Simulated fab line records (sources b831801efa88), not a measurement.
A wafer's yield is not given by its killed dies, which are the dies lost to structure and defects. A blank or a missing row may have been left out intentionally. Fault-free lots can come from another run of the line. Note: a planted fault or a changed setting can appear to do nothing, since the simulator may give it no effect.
Chamber matching || flow sky130 || SKY_CONTACT_CMP_04 on cmp-02: 4 sister chambers
The step polishes SiO2. 16 wafers are shown with their chamber, then 8 later ones without.

== WAFERS PAIRED WITH THEIR CHAMBERS ==
{"wafer": "L502.1", "chamber": 0, "motor-current-A (A)": 12.4, "time-to-endpoint-s (s)": 86, "platen-rpm (rpm)": 60.00}
{"wafer": "L502.3", "chamber": 1, "motor-current-A (A)": 12.6, "time-to-endpoint-s (s)": 91, "platen-rpm (rpm)": 59.95}
{"wafer": "L502.5", "chamber": 0, "motor-current-A (A)": 12.9, "time-to-endpoint-s (s)": 87, "platen-rpm (rpm)": 60.06}
{"wafer": "L503.2", "chamber": 2, "motor-current-A (A)": 11.6, "time-to-endpoint-s (s)": 89, "platen-rpm (rpm)": 59.95}
{"wafer": "L503.4", "chamber": 0, "motor-current-A (A)": 13.0, "time-to-endpoint-s (s)": 83, "platen-rpm (rpm)": 60.01}
{"wafer": "L503.5", "chamber": 1, "motor-current-A (A)": 12.2, "time-to-endpoint-s (s)": 86, "platen-rpm (rpm)": 60.05}
{"wafer": "L509.2", "chamber": 1, "motor-current-A (A)": 12.2, "time-to-endpoint-s (s)": 82, "platen-rpm (rpm)": 60.02}
{"wafer": "L509.3", "chamber": 3, "motor-current-A (A)": 11.5, "time-to-endpoint-s (s)": 76, "platen-rpm (rpm)": 60.01}
{"wafer": "L509.4", "chamber": 2, "motor-current-A (A)": 10.9, "time-to-endpoint-s (s)": 83, "platen-rpm (rpm)": 60.05}
{"wafer": "L507.3", "chamber": 3, "motor-current-A (A)": 11.7, "time-to-endpoint-s (s)": 80, "platen-rpm (rpm)": 59.95}
{"wafer": "L507.5", "chamber": 1, "motor-current-A (A)": 12.2, "time-to-endpoint-s (s)": 81, "platen-rpm (rpm)": 60.03}
{"wafer": "L507.6", "chamber": 2, "motor-current-A (A)": 11.2, "time-to-endpoint-s (s)": 87, "platen-rpm (rpm)": 59.96}
{"wafer": "L513.2", "chamber": 2, "motor-current-A (A)": 10.5, "time-to-endpoint-s (s)": 81, "platen-rpm (rpm)": 60.03}
{"wafer": "L513.3", "chamber": 3, "motor-current-A (A)": 11.4, "time-to-endpoint-s (s)": 76, "platen-rpm (rpm)": 60.01}
{"wafer": "L513.5", "chamber": 2, "motor-current-A (A)": 11.0, "time-to-endpoint-s (s)": 79, "platen-rpm (rpm)": 60.03}
{"wafer": "L519.2", "chamber": 1, "motor-current-A (A)": 12.4, "time-to-endpoint-s (s)": 84, "platen-rpm (rpm)": 59.97}

SIGNATURES (averages over the wafers above)
{"reading": "motor-current-A", "chamber 0": 12.767, "chamber 1": 12.320, "chamber 2": 11.040, "chamber 3": 11.533, "scatter within a chamber": 0.293}
{"reading": "time-to-endpoint-s", "chamber 0": 85.33, "chamber 1": 84.80, "chamber 2": 83.80, "chamber 3": 77.33, "scatter within a chamber": 3.55}
{"reading": "platen-rpm", "chamber 0": 60.0233, "chamber 1": 60.0040, "chamber 2": 60.0040, "chamber 3": 59.9900, "scatter within a chamber": 0.0407}
Rule: for each reading, subtract the chamber's mean from the wafer's reading, divide by that reading's scatter and square the result; add these up over the readings and take the root, which gives the wafer's distance from the chamber. The wafer belongs to the nearest chamber; if the next one is less than 2 further off, it can't be placed. How the scatter is found: for the shown wafers, subtract from each reading the mean of its chamber, square and add these, divide the total by (wafers less chambers), then take the root.

== WAFERS MISSING THEIR CHAMBER ==
{"wafer": "L519.3", "motor-current-A (A)": 11.3, "time-to-endpoint-s (s)": 80, "platen-rpm (rpm)": 59.96}
{"wafer": "L519.6", "motor-current-A (A)": 12.5, "time-to-endpoint-s (s)": 81, "platen-rpm (rpm)": 59.98}
{"wafer": "L521.2", "motor-current-A (A)": 12.5, "time-to-endpoint-s (s)": 81, "platen-rpm (rpm)": 59.99}
{"wafer": "L521.3", "motor-current-A (A)": 10.9, "time-to-endpoint-s (s)": 80, "platen-rpm (rpm)": 60.00}
{"wafer": "L521.4", "motor-current-A (A)": 13.2, "time-to-endpoint-s (s)": 79, "platen-rpm (rpm)": 60.03}
{"wafer": "L523.1", "motor-current-A (A)": 11.4, "time-to-endpoint-s (s)": 86, "platen-rpm (rpm)": 60.05}
{"wafer": "L523.5", "motor-current-A (A)": 10.9, "time-to-endpoint-s (s)": 89, "platen-rpm (rpm)": 59.98}
{"wafer": "L523.6", "motor-current-A (A)": 11.8, "time-to-endpoint-s (s)": 85, "platen-rpm (rpm)": 59.98}

== WHICH CHAMBER EACH ONE RAN IN ==
{"wafer": "L519.3", "from the rows above": "can't be placed: 3 or 2", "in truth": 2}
{"wafer": "L519.6", "from the rows above": "can't be placed: 1 or 0", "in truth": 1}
{"wafer": "L521.2", "from the rows above": "can't be placed: 1 or 0", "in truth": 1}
{"wafer": "L521.3", "from the rows above": "can't be placed: 2 or 3", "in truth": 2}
{"wafer": "L521.4", "from the rows above": "can't be placed: 0 or 1", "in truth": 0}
{"wafer": "L523.1", "from the rows above": "can't be placed: 2 or 3 or 1", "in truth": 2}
{"wafer": "L523.5", "from the rows above": 2, "in truth": 2}
{"wafer": "L523.6", "from the rows above": "can't be placed: 1 or 3 or 2 or 0", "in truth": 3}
Correct placement for 1 of the 8. Cannot be placed on the basis of these rows: 7; the candidates contain the true chamber in 7. 0 placed wrongly.
